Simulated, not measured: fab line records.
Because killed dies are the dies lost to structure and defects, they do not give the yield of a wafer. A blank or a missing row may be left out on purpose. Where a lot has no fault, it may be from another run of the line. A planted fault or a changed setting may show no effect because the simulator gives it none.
fab line records    flow sfqLine
record: lots: 6  wafers: 18  lastDay: 86
route steps=325 shown M3@118
lots with no fault: from the same line, run without faults
startH: hours from the record's first day to the start of the lot's first wafer shown    waitH: hours since the lot's step before    " as in the row above    L1.1+2: a row that stands for several wafers    - no value, or no start was given    * or withheld: withheld    < > ~ a bound
route shown NAME@n: names a module that has steps shown in the file, with the first one's number in the route    usual: mean/standard deviation taken from wafers without a fault    same: alike in all rows    chamber/n: place in a boat    sites: per-site readings    _std_site: how widely they spread, as a standard deviation    _edge_site: the outer-site mean with the inner-site mean subtracted    radiusMm: for every site, how far away it sits from the centre of the wafer    mask NAME#n: copy n    behind: the last tool/chamber to shape the wafer    hold: cause of the lot's hold/its duration in hours/its outcome    device: the n, p or np transistor that did not switch    end of line: tests run on the same wafers once the route is complete    a step given without rows: its recipe and nothing more    killed: dies that structure and defects cost at the first sort, which is not the same as the wafer's yield    map: dies across one wafer; x = killed, . = not, _ = none there
set.NAME: the run value of the setting; set.NAME@STEP: its run value at that earlier step    model.NAME: the simulator's own value behind a step, which no gauge read
lots seen at some steps along the route; tables by step, rows by wafer
services: a tool's chamber out of use, with start hour (startH, from the record's first day; less than 0 if before it), hours out, and reason
== steps ==
step: SFQ_TRILAYER_M3_DEP_PRE_CLEAN_074
recipe: gas: Ar  timeS: 22.5  biasV: 250
step: SFQ_TRILAYER_M3_DEP_SPUTTER_073
recipe: material: Nb  basePressurePa: 1.33e-06  chamberPressurePa: 0.1333  substrateTempC: 20  resputterCathodeVoltageV: 400  targetThkNm: 200  powerW: 2000  timeS: 133.3
usual: throttleValvePct: 29.3/0.77
lot.wafer  tool           chamber  startH   waitH  throttleValvePct
L346.2     pvdSputter-06  -        827.22   0.0    29.6
L346.4     "              -        "        "      29.2
L346.6     "              -        "        "      30.2
L347.2     pvdSputter-03  -        828.42   0.0    29.8
L347.3     "              -        "        "      29.0
L347.5     "              -        "        "      29.0
L351.1     pvdSputter-05  -        948.15   0.0    29.5
L351.5     "              -        "        "      28.8
L351.6     "              -        "        "      28.6
L353.1     pvdSputter-06  -        968.94   0.0    27.7
L353.4     "              -        "        "      29.6
L353.6     "              -        "        "      29.5
L356.1     pvdSputter-05  -        1003.14  0.0    29.8
L356.4     "              -        "        "      28.9
L356.6     "              -        "        "      28.6
L363.1     pvdSputter-03  -        1110.24  0.0    29.0
L363.4     "              -        "        "      28.9
L363.5     "              -        "        "      30.1
step: SFQ_M3_RS_MEAS_919
recipe: thkMeasGauge: four-point-probe  reads: Nb_of_TRILAYER_M3_DEP_SPUTTER_073
usual: M3_NB_RS: 0.886/0.012
lot.wafer  tool          chamber  startH   waitH  M3_NB_RS[ohm/sq]
L346.2     filmMetro-03  -        827.33   0.1    0.883
L346.4     "             -        "        "      0.888
L346.6     "             -        "        "      0.872
L347.2     filmMetro-02  -        828.53   0.1    0.886
L347.3     "             -        "        "      0.888
L347.5     "             -        "        "      0.891
L351.1     filmMetro-03  -        948.24   0.0    0.891
L351.5     "             -        "        "      0.898
L351.6     "             -        "        "      0.878
L353.1     filmMetro-02  -        969.03   0.0    0.887
L353.4     "             -        "        "      0.901
L353.6     "             -        "        "      0.875
L356.1     filmMetro-04  -        1003.23  0.0    0.877
L356.4     "             -        "        "      0.867
L356.6     "             -        "        "      0.895
L363.1     filmMetro-02  -        1110.33  0.0    0.894
L363.4     "             -        "        "      0.874
L363.5     "             -        "        "      0.878
step: SFQ_TRILAYER_M3_LITHO_COAT_080
recipe: resist: BARC  spinRpm: 3000  resistThkNm: 62
step: SFQ_TRILAYER_M3_LITHO_COAT_075
recipe: resist: KrF  spinRpm: 3000  resistThkNm: 600
step: SFQ_TRILAYER_M3_LITHO_SOFTBAKE_079
recipe: tempC: withheld  timeS: withheld  resist: KrF
step: SFQ_TRILAYER_M3_LITHO_EXPOSE_076
recipe: maskId: M3  na: 0.6  sourceShape: conventional  sigmaOuter: 0.65  targetCdNm: 500  doseMj: 14.4
step: SFQ_TRILAYER_M3_LITHO_PEB_078
recipe: pebTempC: 115  pebTimeS: 60  resist: KrF
step: SFQ_TRILAYER_M3_LITHO_DEVELOP_077
recipe: timeS: 60  resist: KrF
step: SFQ_M3_OVL_MEAS_921
usual: M3_OVL: -1/5.8
lot.wafer  tool        chamber  startH   waitH  M3_OVL[nm]
L346.2     overlay-01  -        963.19   0.1    -7
L346.4     "           -        "        "      -12
L346.6     "           -        "        "      -10
L347.2     overlay-02  -        964.39   0.1    -5
L347.3     "           -        "        "      3
L347.5     "           -        "        "      2
L351.1     overlay-02  -        1016.98  0.1    -3
L351.5     "           -        "        "      -11
L351.6     "           -        "        "      0
L353.1     overlay-02  -        1019.38  0.1    2
L353.4     "           -        "        "      3
L353.6     "           -        "        "      -3
L356.1     overlay-02  -        1022.98  0.1    7
L356.4     "           -        "        "      0
L356.6     "           -        "        "      -1
L363.1     overlay-02  -        1223.00  0.1    -1
L363.4     "           -        "        "      -3
L363.5     "           -        "        "      0
step: SFQ_TRILAYER_M3_BARC_OPEN_METAL_ETCH_100
recipe: maskMaterial: PR  chemistry: O2  targetDepthNm: 125  target: BARC  icpW: 600  biasW: 80  pressureMtorr: 10  timeS: 41.7
usual: biasW: 80.00/0.23  drypumpMotorCurrentA: 5.8/0.38  oesProductAu: 0.685/0.0044  rfFwdPowerW: 593.7/2.5
lot.wafer  tool         chamber  startH   waitH  biasW  drypumpMotorCurrentA  oesProductAu  rfFwdPowerW  rfHoursCounterH
L346.2     rieMetal-02  1        963.22   0.0    80.33  6.2                   0.683         592.6        35
L346.4     "            1        "        "      80.19  6.2                   0.693         593.0        -
L346.6     "            1        "        "      80.02  6.2                   0.678         592.7        -
L347.2     rieMetal-04  1        964.42   0.0    79.87  5.5                   0.685         594.9        127
L347.3     "            1        "        "      79.90  5.6                   0.694         596.4        -
L347.5     "            0        "        "      80.10  5.7                   0.683         587.8        -
L351.1     rieMetal-02  0        1017.02  0.0    79.96  5.4                   0.691         599.0        24
L351.5     "            1        "        "      79.75  6.2                   0.684         593.1        -
L351.6     "            0        "        "      80.27  5.4                   0.689         596.9        -
L353.1     rieMetal-02  1        1019.42  0.0    80.32  6.2                   0.681         593.0        44
L353.4     "            0        "        "      80.14  5.5                   0.688         595.2        -
L353.6     "            1        "        "      79.97  6.2                   0.680         593.8        -
L356.1     rieMetal-04  0        1023.02  0.0    80.02  5.7                   0.681         591.4        84
L356.4     "            1        "        "      80.29  5.6                   0.687         593.8        -
L356.6     "            0        "        "      79.81  5.7                   0.685         590.1        -
L363.1     rieMetal-02  1        1223.03  0.0    79.94  6.2                   0.681         593.3        78
L363.4     "            1        "        "      80.57  6.2                   0.683         592.2        -
L363.5     "            0        "        "      79.83  5.4                   0.692         593.5        -
step: SFQ_TRILAYER_M3_ETCH_METAL_ETCH_078
recipe: target: Nb  stopOn: SiO2  maskMaterial: PR  chemistry: Cl2/Ar  targetDepthNm: 240  icpW: 600  biasW: 80  pressureMtorr: 10  timeS: 120
usual: biasW: 79.99/0.26  drypumpMotorCurrentA: 5.8/0.38  oesProductAu: 0.896/0.0079  rfFwdPowerW: 597.0/2.1
lot.wafer  tool         chamber  startH   waitH  biasW  drypumpMotorCurrentA  oesProductAu  rfFwdPowerW  rfHoursCounterH
L346.2     rieMetal-02  1        963.28   0.0    80.09  6.2                   0.899         597.9        35
L346.4     "            1        "        "      80.24  6.2                   0.899         596.3        -
L346.6     "            1        "        "      79.91  6.2                   0.907         595.9        -
L347.2     rieMetal-04  1        964.48   0.0    79.82  5.6                   0.897         600.0        128
L347.3     "            1        "        "      79.78  5.6                   0.896         599.5        -
L347.5     "            0        "        "      80.28  5.7                   0.898         594.2        -
L351.1     rieMetal-02  0        1017.08  0.0    76.93  5.4                   0.895         596.3        24
L351.5     "            1        "        "      76.70  6.2                   0.883         595.8        -
L351.6     "            0        "        "      76.92  5.4                   0.901         596.5        -
L353.1     rieMetal-02  1        1019.48  0.0    77.50  6.2                   0.892         600.3        44
L353.4     "            0        "        "      77.31  5.4                   0.895         601.5        -
L353.6     "            1        "        "      77.04  6.2                   0.906         597.8        -
L356.1     rieMetal-04  0        1023.08  0.0    79.90  5.7                   0.903         596.7        85
L356.4     "            1        "        "      79.85  5.5                   0.909         600.0        -
L356.6     "            0        "        "      79.78  5.7                   0.886         595.1        -
L363.1     rieMetal-02  1        1223.11  0.1    79.98  6.2                   0.893         598.3        78
L363.4     "            1        "        "      80.22  6.2                   0.902         598.0        -
L363.5     "            0        "        "      79.87  5.5                   0.897         599.1        -
step: SFQ_TRILAYER_M3_STRIP_STRIP_079
recipe: gas: O2  powerW: 200  platenTempC: 40  overashFraction: 0.65  chemistry: O2  pressureMtorr: 50
usual: drypumpMotorCurrentA: 5.8/0.38  oesProductAu: 1.003/0.013
lot.wafer  tool         chamber  startH   waitH  drypumpMotorCurrentA  oesProductAu  rfHoursCounterH
L346.2     rieMetal-02  1        963.40   0.1    6.2                   1.016         35
L346.4     "            1        "        "      6.2                   1.007         -
L346.6     "            1        "        "      6.2                   1.022         -
L347.2     rieMetal-04  1        964.60   0.1    5.6                   0.984         128
L347.3     "            1        "        "      5.6                   0.989         -
L347.5     "            0        "        "      5.7                   0.988         -
L351.1     rieMetal-02  0        1017.20  0.1    5.5                   1.018         24
L351.5     "            1        "        "      6.2                   1.017         -
L351.6     "            0        "        "      5.5                   1.003         -
L353.1     rieMetal-02  1        1019.60  0.1    6.2                   1.014         44
L353.4     "            0        "        "      5.4                   1.011         -
L353.6     "            1        "        "      6.2                   1.010         -
L356.1     rieMetal-04  0        1023.20  0.1    5.7                   0.980         85
L356.4     "            1        "        "      5.6                   1.007         -
L356.6     "            0        "        "      5.7                   0.985         -
L363.1     rieMetal-02  1        1223.28  0.1    6.2                   1.008         78
L363.4     "            1        "        "      6.2                   1.013         -
L363.5     "            0        "        "      5.4                   1.017         -
== services ==
tool           chamber  startH   hours  kind
rieMetal-04    -        804.54   0.7    repair
pvdSputter-05  -        807.12   6.1    repair
rieMetal-02    -        813.21   1.2    repair
rieMetal-04    0        831.78   5.8    repair
pvdSputter-05  -        835.57   0.7    repair
rieMetal-02    0        851.65   -      clean
rieMetal-02    0        851.65   22.9   scheduledDown
pvdSputter-06  -        865.56   0.5    repair
rieMetal-04    -        877.55   0.2    repair
pvdSputter-03  -        884.32   4.2    repair
pvdSputter-05  -        968.60   7.5    repair
pvdSputter-06  -        979.52   2.1    repair
rieMetal-04    -        991.43   1.4    pm
pvdSputter-05  -        1033.67  3.1    repair
pvdSputter-03  -        1040.27  2.2    repair
pvdSputter-03  -        1055.95  4.5    repair
pvdSputter-05  -        1086.19  5.2    repair
pvdSputter-06  -        1091.66  0.5    repair
rieMetal-04    -        1098.12  1.1    repair
rieMetal-04    -        1112.83  39.6   repair
rieMetal-02    0        1119.61  12.4   repair
pvdSputter-05  -        1167.40  5.2    repair
pvdSputter-06  -        1172.99  4.9    repair
rieMetal-02    -        1220.02  2.8    pm
== key ==
firstSign: step: SFQ_TRILAYER_M3_ETCH_METAL_ETCH_078  reading: biasW  direction: down  sigmas: 11  usual: 79.99  struck: 77.07
effect none on later readings
metAt SFQ_TRILAYER_M3_ETCH_METAL_ETCH_078
struckWafers L351.1,L351.5,L351.6,L353.1,L353.4,L353.6
onsetBetween 963.28 1017.08
fault: kind: processParameterDrift  tool: rieMetal-02  chamber: -  onsetH: 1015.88  steps: SFQ_TRILAYER_M3_ETCH_METAL_ETCH_078  channel: biasW  offset: -2.8753  shape: step  endH: 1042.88  actsIn: theseRecipesOnly  stated: 80
